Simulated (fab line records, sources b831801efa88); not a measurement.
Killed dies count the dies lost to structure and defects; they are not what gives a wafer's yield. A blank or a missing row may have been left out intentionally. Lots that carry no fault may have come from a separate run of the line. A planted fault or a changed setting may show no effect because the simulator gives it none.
Which of the tools did it? + flow gf180mcu + Sampling: 13 lots, 39 wafers, 6 of 602 route steps

== WHAT EACH GAUGE READ, for each wafer ==
GF_HV_LDD_TW_MEAS_38.
| lot  | measured     | on            | HV_LDD_3_TW                   |
|------|--------------|---------------|-------------------------------|
| L558 | day 12 01:37 | film-metro-03 | 1454 1451 1450                |
| L559 | day 12 07:07 | film-metro-01 | 1437 1438 1434                |
| L561 | day 12 17:26 | film-metro-01 | 1436 1440 1437                |
| L564 | day 13 19:37 | film-metro-03 | 1445 1432 1446                |
| L565 | day 14 02:38 | film-metro-03 | 1457 1454 1458                |
| L566 | day 14 10:12 | film-metro-03 | 1449 1449 1455                |
| L568 | day 15 00:58 | film-metro-02 | 1462 1459 1472                |
| L569 | day 15 07:25 | film-metro-03 | 1450 1446 1453                |
| L572 | day 16 08:19 | film-metro-02 | 1337 1340 1344 1343 1344 1341 |
| L573 | day 16 18:51 | film-metro-02 | 1337 1340 1349 1348 1337 1344 |
| L576 | day 17 20:29 | film-metro-01 | 1436 1445 1440                |
| L578 | day 18 10:01 | film-metro-02 | 1454 1457 1454                |
| L580 | day 18 23:00 | film-metro-03 | 1436 1439 1434                |

GF_HV_LDD_OVL_MEAS_47.
| lot  | measured     | on         | HV_LDD_03_OVL (nm) |
|------|--------------|------------|--------------------|
| L558 | day 12 21:11 | overlay-02 | -0.2 -1.3 -2.9     |
| L559 | day 13 02:55 | overlay-01 | 0.9 0.5 0.5        |
| L561 | day 13 13:01 | overlay-02 | -1.7 -2.6 0.2      |
| L564 | day 14 15:42 | overlay-02 | -0.9 -1.2 1.3      |
| L565 | day 15 00:28 | overlay-02 | 2.0 2.0 1.7        |
| L566 | day 15 06:52 | overlay-02 | -0.8 -0.4 -0.9     |
| L568 | day 15 22:31 | overlay-02 | -0.3 0.2 -0.7      |
| L569 | day 16 05:10 | overlay-01 | -1.3 -2.6 -0.1     |
| L572 | day 17 07:04 | overlay-01 | 2.0 2.3 1.0        |
| L573 | day 17 17:26 | overlay-01 | 0.9 0.8 1.1        |
| L576 | day 18 19:15 | overlay-01 | 0.2 -0.2 -1.5      |
| L578 | day 19 10:01 | overlay-01 | 0.2 -0.5 0.5       |
| L580 | day 20 00:22 | overlay-01 | 0.4 0.3 0.2        |

GF_HV_LDD_RS_MEAS_53: measurement is done with a four-point probe.
| lot  | measured     | on            | HV_LDD_RS (ohm/sq)                  |
|------|--------------|---------------|-------------------------------------|
| L558 | day 12 21:39 | film-metro-02 | 419.0 418.2 416.2                   |
| L559 | day 13 03:23 | film-metro-02 | 419.5 418.9 418.1                   |
| L561 | day 13 13:31 | film-metro-02 | 417.9 418.6 418.8                   |
| L564 | day 14 16:12 | film-metro-02 | 417.1 417.1 418.1                   |
| L565 | day 15 00:58 | film-metro-01 | 418.3 417.6 419.1                   |
| L566 | day 15 07:20 | film-metro-02 | 417.4 419.4 418.5                   |
| L568 | day 15 22:58 | film-metro-03 | 419.0 418.4 417.7                   |
| L569 | day 16 05:40 | film-metro-02 | 415.6 416.0 416.9                   |
| L572 | day 17 07:32 | film-metro-03 | 436.6 438.1 436.2 437.0 437.3 436.5 |
| L573 | day 17 17:55 | film-metro-03 | 436.0 436.3 436.8 437.6 436.5 436.5 |
| L576 | day 18 19:43 | film-metro-02 | 419.7 419.4 419.4                   |
| L578 | day 19 10:29 | film-metro-02 | 417.7 417.2 417.4                   |
| L580 | day 20 00:50 | film-metro-01 | 417.4 418.9 418.1                   |

GF_NSD_OVL_MEAS_08.
| lot  | measured     | on         | NSD_OVL (nm)   |
|------|--------------|------------|----------------|
| L558 | day 13 20:10 | overlay-02 | 0.1 2.3 1.3    |
| L559 | day 14 04:04 | overlay-02 | -1.6 -1.6 -0.3 |
| L561 | day 14 13:50 | overlay-01 | 0.1 0.4 0.7    |
| L564 | day 15 16:04 | overlay-02 | -1.9 -0.9 -0.3 |
| L565 | day 16 02:44 | overlay-01 | -0.5 -0.4 0.1  |
| L566 | day 16 07:55 | overlay-02 | -1.4 -0.7 -1.9 |
| L568 | day 17 00:19 | overlay-01 | 0.2 -0.4 1.7   |
| L569 | day 17 07:28 | overlay-01 | -0.4 0.1 -1.2  |
| L572 | day 18 10:01 | overlay-01 | -0.8 -1.6 -0.9 |
| L573 | day 18 20:28 | overlay-01 | 0.9 -0.9 -2.4  |
| L576 | day 19 22:43 | overlay-01 | -1.0 -0.6 -0.7 |
| L578 | day 20 13:40 | overlay-01 | 1.8 1.6 2.3    |
| L580 | day 21 03:31 | overlay-02 | -2.4 -1.4 -1.2 |

GF_PSD_TW_MEAS_11.
| lot  | measured     | on            | PSD_TW         |
|------|--------------|---------------|----------------|
| L558 | day 14 17:46 | film-metro-04 | 3224 3207 3193 |
| L559 | day 15 02:21 | film-metro-03 | 3196 3187 3189 |
| L561 | day 15 11:25 | film-metro-04 | 3207 3200 3218 |
| L564 | day 16 15:21 | film-metro-04 | 3214 3208 3195 |
| L565 | day 17 02:46 | film-metro-04 | 3213 3214 3205 |
| L566 | day 17 07:38 | film-metro-04 | 3200 3200 3223 |
| L568 | day 18 00:06 | film-metro-03 | 3169 3188 3188 |
| L569 | day 18 07:22 | film-metro-02 | 3225 3228 3234 |
| L572 | day 19 11:16 | film-metro-02 | 3230 3221 3228 |
| L573 | day 19 21:23 | film-metro-03 | 3201 3203 3191 |
| L576 | day 21 00:17 | film-metro-03 | 3204 3200 3223 |
| L578 | day 21 14:43 | film-metro-04 | 3232 3238 3254 |
| L580 | day 22 03:32 | film-metro-02 | 3231 3243 3254 |

== WHAT TOOL EACH LOT RAN ON (gives the tool, then ch and the chambers of the sampled wafers, and finally the start) ==
| lot  | GF_HV_LDD_IMPLANT_35            |
|------|---------------------------------|
| L558 | implanter-04 ch 0, day 12 01:14 |
| L559 | implanter-01 ch 0, day 12 06:43 |
| L561 | implanter-02 ch 0, day 12 17:05 |
| L564 | implanter-04 ch 0, day 13 19:13 |
| L565 | implanter-04 ch 0, day 14 02:17 |
| L566 | implanter-02 ch 0, day 14 09:48 |
| L568 | implanter-04 ch 0, day 15 00:34 |
| L569 | implanter-04 ch 0, day 15 07:01 |
| L572 | implanter-04 ch 0, day 16 07:39 |
| L573 | implanter-04 ch 0, day 16 18:09 |
| L576 | implanter-01 ch 0, day 17 20:05 |
| L578 | implanter-02 ch 0, day 18 09:37 |
| L580 | implanter-02 ch 0, day 18 22:36 |
- GF_HV_LDD_IMPLANT_35

== WHAT THE TOOLS THEMSELVES READ (means of the sampled wafers that have a number; where no wafer has one, the mark that the record gives instead) ==
GF_HV_LDD_IMPLANT_35.
| lot  | tool         | beam-on-s (s) | dose-ions-cm2 | faraday-current-uA |
|------|--------------|---------------|---------------|--------------------|
| L558 | implanter-04 | 10.11         | 7.502e+12     | 42.0               |
| L559 | implanter-01 | 9.89          | 7.494e+12     | 42.7               |
| L561 | implanter-02 | 10.00         | 7.508e+12     | 42.3               |
| L564 | implanter-04 | 10.27         | 7.500e+12     | 41.0               |
| L565 | implanter-04 | 10.10         | 7.499e+12     | 41.9               |
| L566 | implanter-02 | 10.12         | 7.499e+12     | 41.7               |
| L568 | implanter-04 | 10.12         | 7.501e+12     | 41.8               |
| L569 | implanter-04 | 10.01         | 7.495e+12     | 42.3               |
| L572 | implanter-04 | 9.91          | 7.540e+11     | 4.3                |
| L573 | implanter-04 | 10.01         | 7.460e+11     | 4.2                |
| L576 | implanter-01 | 10.09         | 7.505e+12     | 41.8               |
| L578 | implanter-02 | 10.01         | 7.498e+12     | 42.2               |
| L580 | implanter-02 | 10.03         | 7.491e+12     | 42.2               |

== THE ANSWER, worked out from the rows above alone ==
Rule: the lots themselves supply what counts as usual. The widest of any qualifying gaps counts: lots, ordered by their means at a reading, are off when they make up no more than a third of the lots, leave a main group of 4 or more, and stand apart from it by 3 or more times the standard deviation of that group's means. If all means in a main group match to the digits the tables above print for the reading, that group is not used. Also off: a lot with no number at a reading for which 4 or more lots have one. The other lots that the step has rows for count as sound. After the gauges, taken in route order, come the tools' own readings; for these a lot's mean is taken, as printed above. The first step at which some lot is off is used, and at that step the reading that is off furthest; a lot without a number counts as furthest.
Off: at GF_HV_LDD_TW_MEAS_38 (HV_LDD_3_TW), L572, L573. Main group: mean 1447, sd 9.
If a tool, at a process step before that reading, ran all the lots that are off and no sound lot after the first of them, it fits. Not tried: the gauges at GF_HV_LDD_TW_MEAS_38; whatever is off there is also off at GF_HV_LDD_RS_MEAS_53, on other tools, and gauge error can't account for it. One fits: implanter-04 at GF_HV_LDD_IMPLANT_35. Its last sound lot is L569 (day 15 07:01), its first lot that is off L572 (day 16 07:39): a fault that began between those two fits.
The tool's own readings at GF_HV_LDD_IMPLANT_35 bear it out: on the lots that are off they differ by more than 5 times the standard deviation of the sound lots' means. dose-ions-cm2 reads 7.500e+11 there against 7.499e+12 on the sound lots; faraday-current-uA reads 4.2 there against 42.0 on the sound lots.

== WHAT WAS PUT IN BY THE SIMULATOR ==
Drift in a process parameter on implanter-04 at GF_HV_LDD_IMPLANT_35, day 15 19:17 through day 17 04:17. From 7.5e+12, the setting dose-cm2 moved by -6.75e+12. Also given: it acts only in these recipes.
Lots struck among those shown: L572, L573. Same finding as the rule above.
